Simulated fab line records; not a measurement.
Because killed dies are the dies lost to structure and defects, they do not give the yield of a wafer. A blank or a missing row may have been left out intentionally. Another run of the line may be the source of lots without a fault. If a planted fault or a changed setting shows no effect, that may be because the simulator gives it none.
One fault seen from 2 desks ; flow gf180mcu ; only its own numbers are on each desk; what lay behind them is given at the end

THE METROLOGY DESK
Means of the sampled wafers that have a number, per lot and without regard to the tool the lot ran on: this is what the gauges read. Any lot whose mean is over 4 standard deviations away from the usual mean is out of limits and marked OUT; that distance is given in the brackets.
Columns: A = M3_ALCU_RS at GF_M3_RS_MEAS_05, usual 0.0695 ohm/sq; B = cd_nm at GF_M3_CD_MEAS_14, usual 280.5 nm; C = V3_CVD_00_THK at GF_V3_THK_MEAS_01, usual 603 nm
lot;first seen here;A;B;C
L442;day 20 15:44;0.0688;281.4;595
L443;day 21 01:36;0.0699;279.3;609
L444;day 21 11:01;0.0690;278.7;607
L445;day 21 21:55;0.0685;279.6;602
L446;day 22 04:14;0.0690;281.0;604
L448;day 23 03:23;0.0700;280.1;594
L449;day 23 11:35;0.0689;280.4;602
L453;day 25 02:19;0.0699;280.7;607
L454;day 25 07:14;0.0691;282.8;612
L459;day 26 19:13;0.0711;281.5;592
L460;day 27 00:37;0.0694;279.9;593
L462;day 27 15:19;0.0696;279.9;606
L463;day 27 20:50;0.0684;280.0;595
L464;day 28 08:11;0.0709;281.7;596
Finding of this desk: none of the 14 lots has anything out of limits.

DESK OF THE TOOL OWNER: pvd_sputter-04
The tool's own readings at GF_M4_SPUTTER_03 (material Ti, target thk 10 nm, time 6.7 s): means of the sampled wafers that have a number, for each lot that ran on this tool. Any lot whose mean is over 4 standard deviations away from the usual mean is out of limits and marked OUT; that distance is given in the brackets.
Columns: A = cathode_dc_power_W at GF_M4_SPUTTER_03, usual 3000.0 W; B = throttle_valve_pct at GF_M4_SPUTTER_03, usual 30.0 %
lot;first seen here;A;B
L444;day 23 13:11;3000.4;30.3
L449;day 25 10:42;3000.0;30.0
L453;day 26 23:26;3083.9 (+99 or more) OUT;30.6
L454;day 27 04:37;3083.5 (+99 or more) OUT;30.6
L464;day 30 00:46;3000.2;30.3
This desk's finding: out of limits on L453, L454; first on L453, day 26 23:26 (cathode_dc_power_W at GF_M4_SPUTTER_03). L444, L449, L464: within limits.

BROUGHT TOGETHER
The tool owner's desk could have raised an alarm at day 26 23:26, on L453, L454.
The metrology desk saw nothing out of limits.
The metrology desk has L453, L454 on record, within its limits.
GF_M4_SPUTTER_03 was run on pvd_sputter-04 by each of the lots named.

WHAT THE SIMULATOR PUT IN
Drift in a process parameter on pvd_sputter-04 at GF_M4_SPUTTER_03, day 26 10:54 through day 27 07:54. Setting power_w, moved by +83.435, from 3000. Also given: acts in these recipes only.
Lots struck among those shown: L453, L454.
Hours from the fault's start to each desk's first reading out of limits: the tool owner's desk, 13.
